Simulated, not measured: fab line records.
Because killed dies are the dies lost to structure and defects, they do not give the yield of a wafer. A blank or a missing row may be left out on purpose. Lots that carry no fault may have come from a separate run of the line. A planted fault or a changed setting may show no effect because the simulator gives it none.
fab line records	flow sky130
[record] lots = 12	wafers = 36	last-day = 50
route steps=708 shown PWDE@84 SONOS_TUNNEL@163 SONOS_ONO@171 PAD_OPEN@708
lots with no fault: from the same line, run without faults
start-h: the number of hours between the record's first day and the start of the first shown wafer of the lot	wait-h: hours from the lot's prior step to this one	" the same as in the row above	L1.1+2: a row that stands for several wafers	- no value present, or no start provided	* or withheld: withheld	< > ~ a bound
route shown NAME@n: NAME is a module with steps in the file, n the number in the route of the first one	usual: mean/standard deviation of fault-free wafers	same: alike in all rows	chamber/n: place in a boat	sites: per-site readings	_std_site: how widely they spread, as a standard deviation	_edge_site: the outer-site mean with the inner-site mean subtracted	radius-mm: how far each site lies from the wafer's centre	mask NAME#n: copy n	behind: tool/chamber where the wafer was last shaped	hold: the reason the lot was held/the length of the hold in hours/how it ended	device: whichever transistor did not switch (one of n, p or np)	end of line: tests of these same wafers at the route's end	step lacking rows: just its recipe	killed: not the wafer's yield, but the dies lost to structure and defects at the first sort	map: the dies of a wafer, with x for killed, . for not killed, _ for no die there
set.NAME: setting as actually run; set.NAME@STEP: the setting as run at that earlier step	model.NAME: the simulator's own value behind a step, which no gauge read
a sample of lots followed through the steps of the route, with each step as a table and each wafer as a row
services: from which hour (start-h, from the record's first day; less than 0 if before it) a tool's chamber was out of use, for how many hours, and why
[[steps]]
[step SKY_NWELL_RS_MEAS_31]
[recipe] thk-meas-gauge = four-point-probe
[usual] PWDE_RS = 5277/17
lot.wafer	tool	chamber	start-h	wait-h	PWDE_RS[ohm/sq]
L470.1	film-metro-02	-	107.52	0.1	5261
L470.4	"	-	"	"	5291
L470.6	"	-	"	"	5271
L471.1	film-metro-02	-	111.57	0.1	5247
L471.2	"	-	"	"	5246
L471.3	"	-	"	"	5241
L473.2	film-metro-02	-	130.28	0.1	5284
L473.3	"	-	"	"	5260
L473.5	"	-	"	"	5251
L474.1	film-metro-04	-	137.12	0.1	5257
L474.3	"	-	"	"	5253
L474.5	"	-	"	"	5243
L476.3	film-metro-02	-	147.21	0.1	5280
L476.4	"	-	"	"	5284
L476.5	"	-	"	"	5276
L479.2	film-metro-02	-	172.43	0.1	5283
L479.3	"	-	"	"	5289
L479.5	"	-	"	"	5291
L481.4	film-metro-02	-	178.51	0.1	5271
L481.5	"	-	"	"	5294
L481.6	"	-	"	"	5280
L484.2	film-metro-04	-	196.09	0.1	5262
L484.3	"	-	"	"	5274
L484.4	"	-	"	"	5282
L488.2	film-metro-03	-	225.08	0.1	5258
L488.4	"	-	"	"	5286
L488.5	"	-	"	"	5278
L489.3	film-metro-03	-	228.66	0.1	5281
L489.4	"	-	"	"	5295
L489.5	"	-	"	"	5283
L490.1	film-metro-02	-	235.01	0.1	5285
L490.3	"	-	"	"	5271
L490.4	"	-	"	"	5303
L492.2	film-metro-02	-	244.17	0.1	5268
L492.5	"	-	"	"	5290
L492.6	"	-	"	"	5279
[step SKY_SONOS_TUNNEL_IMPLANT_09]
[recipe] species = B	energy-kev = 20	dose-cm2 = 1e+12	tilt-deg = withheld
[usual] beam-on-s = 10.00/0.19	dose-ions-cm2 = 1.0001e+12/1.1e+09	faraday-current-uA = 5.64/0.11
lot.wafer	tool	chamber	start-h	wait-h	beam-on-s	dose-ions-cm2	faraday-current-uA
L470.1	implanter-03	0	253.99	0.0	10.13	1.001e+12	5.59
L470.4	"	0	"	"	10.05	1.0015e+12	5.62
L470.6	"	0	"	"	9.80	1.0002e+12	5.78
L471.1	implanter-02	0	259.42	0.0	9.99	1.0006e+12	5.63
L471.2	"	0	"	"	9.96	1.0005e+12	5.67
L471.3	"	0	"	"	9.94	1.0009e+12	5.65
L473.2	implanter-02	0	282.02	0.0	9.87	1.0007e+12	5.69
L473.3	"	0	"	"	10.08	1.0002e+12	5.62
L473.5	"	0	"	"	9.96	1.0009e+12	5.66
L474.1	implanter-04	0	292.22	0.0	9.94	1.0005e+12	5.69
L474.3	"	0	"	"	10.01	1.0012e+12	5.63
L474.5	"	0	"	"	9.94	1.0019e+12	5.68
L476.3	implanter-02	0	304.27	0.1	9.87	9.989e+11	5.73
L476.4	"	0	"	"	9.63	1.0006e+12	5.89
L476.5	"	0	"	"	10.10	1.0001e+12	5.59
L479.2	implanter-02	0	337.68	0.0	9.99	1.0001e+12	5.64
L479.3	"	0	"	"	10.05	1e+12	5.59
L479.5	"	0	"	"	9.89	9.999e+11	5.69
L481.4	implanter-03	0	346.24	0.1	10.15	1.0002e+12	5.54
L481.5	"	0	"	"	10.14	1.001e+12	5.54
L481.6	"	0	"	"	10.22	9.979e+11	5.52
L484.2	implanter-03	0	368.51	0.0	9.92	1.5461e+12	8.80
L484.3	"	0	"	"	10.00	1.5472e+12	8.73
L484.4	"	0	"	"	10.04	1.5482e+12	8.68
L488.2	implanter-03	0	405.21	0.0	9.67	1.5454e+12	9.01
L488.4	"	0	"	"	10.13	1.5453e+12	8.57
L488.5	"	0	"	"	9.81	1.5455e+12	8.87
L489.3	implanter-04	0	411.19	0.1	10.13	9.997e+11	5.56
L489.4	"	0	"	"	10.01	9.998e+11	5.61
L489.5	"	0	"	"	10.17	1.0001e+12	5.56
L490.1	implanter-02	0	418.50	0.0	10.14	1.0001e+12	5.57
L490.3	"	0	"	"	10.13	1.0007e+12	5.55
L490.4	"	0	"	"	10.36	1.0014e+12	5.46
L492.2	implanter-02	0	431.56	0.0	10.12	9.997e+11	5.59
L492.5	"	0	"	"	9.61	1.0023e+12	5.80
L492.6	"	0	"	"	10.26	1.0006e+12	5.50
[step SKY_SONOS_TUNNEL_TW_MEAS_12]
[usual] SONOS_TUNNEL_TW = 198.0/1.4
lot.wafer	tool	chamber	start-h	wait-h	SONOS_TUNNEL_TW
L470.1	film-metro-04	-	254.41	0.0	197.9
L470.4	"	-	"	"	197.6
L470.6	"	-	"	"	198.2
L471.1	film-metro-04	-	259.83	0.0	197.3
L471.2	"	-	"	"	197.5
L471.3	"	-	"	"	197.7
L473.2	film-metro-01	-	282.41	0.0	196.4
L473.3	"	-	"	"	197.0
L473.5	"	-	"	"	197.1
L474.1	film-metro-01	-	292.64	0.0	198.2
L474.3	"	-	"	"	197.7
L474.5	"	-	"	"	197.4
L476.3	film-metro-01	-	304.67	0.0	197.6
L476.4	"	-	"	"	196.5
L476.5	"	-	"	"	197.7
L479.2	film-metro-04	-	338.07	0.0	199.1
L479.3	"	-	"	"	199.0
L479.5	"	-	"	"	199.3
L481.4	film-metro-02	-	346.61	0.0	199.2
L481.5	"	-	"	"	198.2
L481.6	"	-	"	"	199.4
L484.2	film-metro-04	-	368.91	0.0	224.5
L484.3	"	-	"	"	223.8
L484.4	"	-	"	"	223.9
L488.2	film-metro-01	-	405.61	0.0	222.0
L488.4	"	-	"	"	221.6
L488.5	"	-	"	"	222.5
L489.3	film-metro-04	-	411.57	0.0	202.0
L489.4	"	-	"	"	201.9
L489.5	"	-	"	"	202.2
L490.1	film-metro-01	-	418.91	0.0	196.6
L490.3	"	-	"	"	196.9
L490.4	"	-	"	"	196.6
L492.2	film-metro-01	-	431.96	0.0	196.8
L492.5	"	-	"	"	195.6
L492.6	"	-	"	"	196.7
[step SKY_SONOS_ONO_THK_MEAS_03]
[recipe] reads = Si3N4_of_SONOS_ONO_CVD_02
[usual] SONOS_ONO_CVD_02_THK = 10.49/0.16
lot.wafer	tool	chamber	start-h	wait-h	SONOS_ONO_CVD_02_THK[nm]
L470.1	film-metro-01	-	257.88	0.0	10.43
L470.4	"	-	"	"	10.43
L470.6	"	-	"	"	10.40
L471.1	film-metro-01	-	263.79	0.0	10.41
L471.2	"	-	"	"	10.48
L471.3	"	-	"	"	10.62
L473.2	film-metro-01	-	285.34	0.0	10.41
L473.3	"	-	"	"	10.47
L473.5	"	-	"	"	10.56
L474.1	film-metro-04	-	297.92	0.0	10.40
L474.3	"	-	"	"	10.46
L474.5	"	-	"	"	10.43
L476.3	film-metro-04	-	308.96	0.0	10.56
L476.4	"	-	"	"	10.60
L476.5	"	-	"	"	10.53
L479.2	film-metro-03	-	344.66	0.0	10.63
L479.3	"	-	"	"	10.49
L479.5	"	-	"	"	10.58
L481.4	film-metro-04	-	355.44	0.0	10.59
L481.5	"	-	"	"	10.48
L481.6	"	-	"	"	10.68
L484.2	film-metro-03	-	371.80	0.0	10.58
L484.3	"	-	"	"	10.62
L484.4	"	-	"	"	10.71
L488.2	film-metro-04	-	410.91	0.0	10.45
L488.4	"	-	"	"	10.51
L488.5	"	-	"	"	10.57
L489.3	film-metro-01	-	415.07	0.0	10.65
L489.4	"	-	"	"	10.64
L489.5	"	-	"	"	10.65
L490.1	film-metro-03	-	425.36	0.0	10.55
L490.3	"	-	"	"	10.50
L490.4	"	-	"	"	10.42
L492.2	film-metro-03	-	435.24	0.0	10.35
L492.5	"	-	"	"	10.31
L492.6	"	-	"	"	10.41
[step SKY_SONOS_ONO_ETCH_15]
[recipe] target-depth-nm = 19.52	chemistry = CHF3/O2	source-w = 600	bias-w = 200	pressure-mtorr = 40	chf3-flow-sccm = 50	O2_flow_sccm = 5	time-s = 7.8
[usual] drypump-motor-current-A = 6.0/0.39	oes-product-au = 1.002/0.0079	throttle-valve-pct = 8.825/0.0089
lot.wafer	tool	chamber	start-h	wait-h	drypump-motor-current-A	oes-product-au	rf-hours-counter-h	throttle-valve-pct
L470.1	rie-diel-03	1	283.49	0.0	6.2	1.006	116	8.821
L470.4	"	3	"	"	6.0	1.005	33	8.818
L470.6	"	3	"	"	6.0	0.999	-	8.819
L471.1	rie-diel-02	3	289.13	0.0	6.5	0.996	5	8.824
L471.2	"	0	"	"	6.3	1.001	7	8.822
L471.3	"	1	"	"	6.0	1.014	83	8.832
L473.2	rie-diel-02	2	311.89	0.0	5.9	1.007	21	8.825
L473.3	"	1	"	"	6.0	1.007	84	8.833
L473.5	"	3	"	"	6.5	1.003	-	8.826
L474.1	rie-diel-01	1	324.45	0.0	6.0	1.000	2	8.826
L474.3	"	3	"	"	6.4	1.003	3	8.834
L474.5	"	1	"	"	6.0	1.003	-	8.829
L476.3	rie-diel-02	3	335.34	0.0	6.5	0.990	6	8.812
L476.4	"	1	"	"	6.1	1.009	84	8.834
L476.5	"	0	"	"	6.3	1.005	-	8.827
L479.2	rie-diel-01	3	373.53	0.0	6.4	1.012	5	8.824
L479.3	"	2	"	"	5.6	0.996	93	8.817
L479.5	"	3	"	"	6.4	1.010	-	8.817
L481.4	rie-diel-01	0	384.59	0.0	5.8	1.002	-	8.815
L481.5	"	2	"	"	5.6	0.993	-	8.829
L481.6	"	3	"	"	6.5	0.995	-	8.826
L484.2	rie-diel-01	1	401.90	0.0	6.0	1.002	3	8.824
L484.3	"	3	"	"	6.4	1.007	5	8.834
L484.4	"	1	"	"	6.0	0.996	-	8.816
L488.2	rie-diel-03	2	442.69	0.0	5.8	0.997	11	8.817
L488.4	"	3	"	"	6.0	0.997	36	8.827
L488.5	"	3	"	"	6.0	1.008	-	8.819
L489.3	rie-diel-01	3	446.68	0.0	6.5	1.010	6	8.835
L489.4	"	0	"	"	5.8	1.007	18	8.830
L489.5	"	1	"	"	6.0	1.008	-	8.819
L490.1	rie-diel-03	0	457.53	0.0	5.0	0.996	3	8.844
L490.3	"	2	"	"	5.7	0.996	11	8.817
L490.4	"	3	"	"	6.0	1.006	36	8.808
L492.2	rie-diel-02	0	467.15	0.0	6.3	1.010	10	8.828
L492.5	"	2	"	"	5.9	0.996	-	8.828
L492.6	"	1	"	"	6.1	0.998	-	8.835
[step SKY_PAD_OPEN_PROBE_99]
[usual] killed_at_M0_to_M3 = 44/7.5	killed_at_M4_up = 2.9/1.8	killed-at-contacts = 24/5.1	killed-at-front-end = 16/4.7	killed-at-other = 0.3/0.46	killed-dies = 87/9.9	killed-open = 47/8	killed-short = 39/6.3
[same] gross-dies = 492	killed-at-back-side = 0
lot.wafer	tool	chamber	start-h	wait-h	killed_at_M0_to_M3	killed_at_M4_up	killed-at-contacts	killed-at-front-end	killed-at-other	killed-dies	killed-open	killed-short
L474.1	prober-02	-	1122.50	0.1	41	7	20	14	0	82	43	38
L474.3	prober-02	-	1122.60	0.2	46	5	32	12	0	95	51	44
L474.5	prober-02	-	1122.70	0.2	58	5	22	18	0	103	50	52
// killed by level:class
L474.1 VIA1:geometric-particle:short=8 CONTACT:geometric-particle:open=7 METAL2:geometric-particle:short=7 LI_CONTACT:geometric-particle:open=6 VIA3:geometric-particle:open=6 VIA2:geometric-particle:open=6 METAL4:geometric-particle:short=6 FIELD_ISO:geometric-particle:open=4
L474.3 VIA1:geometric-particle:open=12 CONTACT:geometric-particle:open=10 LI_CONTACT:geometric-particle:open=8 CONTACT:geometric-particle:short=7 FIELD_ISO:geometric-particle:short=6 VIA1:geometric-particle:short=5 VIA2:geometric-particle:open=5 METAL3:geometric-particle:short=5
L474.5 VIA1:geometric-particle:open=15 VIA2:geometric-particle:open=14 METAL2:geometric-particle:short=11 POLY_GATE:geometric-particle:short=6 FIELD_ISO:geometric-particle:short=5 LI_CONTACT:geometric-particle:short=5 LI_CONTACT:geometric-particle:open=5 METAL1:geometric-particle:short=5
[[services]]
tool	chamber	start-h	hours	kind
rie-diel-01	1	231.86	-	clean
rie-diel-01	1	231.86	20.1	scheduled-down
rie-diel-01	1	231.86	20.1	vent-cycle
rie-diel-01	-	232.34	11.5	repair
rie-diel-03	2	243.32	3.8	repair
rie-diel-02	3	244.26	5.6	repair
implanter-02	-	245.81	2.0	repair
implanter-04	-	247.83	2.5	pm
rie-diel-03	0	260.57	-	clean
rie-diel-03	0	260.57	16.4	scheduled-down
rie-diel-03	0	260.57	16.4	vent-cycle
implanter-04	-	304.21	1.4	repair
implanter-03	-	314.74	3.3	repair
implanter-02	-	316.65	2.0	repair
rie-diel-03	1	356.82	-	clean
rie-diel-03	1	356.82	17.3	scheduled-down
rie-diel-03	1	356.82	17.3	vent-cycle
rie-diel-01	1	366.51	20.3	repair
implanter-03	-	371.56	1.6	repair
implanter-02	-	383.70	4.1	pm
rie-diel-03	0	387.97	2.2	repair
rie-diel-01	2	397.47	9.4	repair
implanter-03	-	431.88	1.6	repair
rie-diel-02	2	435.11	4.4	repair
[[key]]
[first-sign] step = SKY_SONOS_TUNNEL_IMPLANT_09	reading = dose-ions-cm2	direction = up	sigmas = 99+	usual = *	struck = *
[effect] step = SKY_SONOS_TUNNEL_IMPLANT_09	reading = faraday-current-uA	direction = up	sigmas = 29	usual = 5.64	struck = 8.78
[effect] step = SKY_SONOS_TUNNEL_TW_MEAS_12	reading = SONOS_TUNNEL_TW	direction = up	sigmas = 18	usual = 198.0	struck = 223.0
met-at SKY_SONOS_TUNNEL_IMPLANT_09
struck-lots L484,L488
tester-left-out L484,L488
not-acting-at SKY_NWELL_RS_MEAS_31,SKY_SONOS_ONO_THK_MEAS_03,SKY_SONOS_ONO_ETCH_15
onset-between 346.24 368.51
[fault] kind = process-parameter-drift	tool = implanter-03	chamber = -	onset-h = 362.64	steps = SKY_SONOS_TUNNEL_IMPLANT_09	channel = dose-cm2	offset = *	shape = step	end-h = 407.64	acts-in = *	stated = *
// tester-left-out: of these lots the tester's yield and bins aren't shown, on N5 and GAA mostly nor the transistor test; their killed dies are dies lost to structure and defects alone, not to doping, threshold or leakage, so they don't give the yield
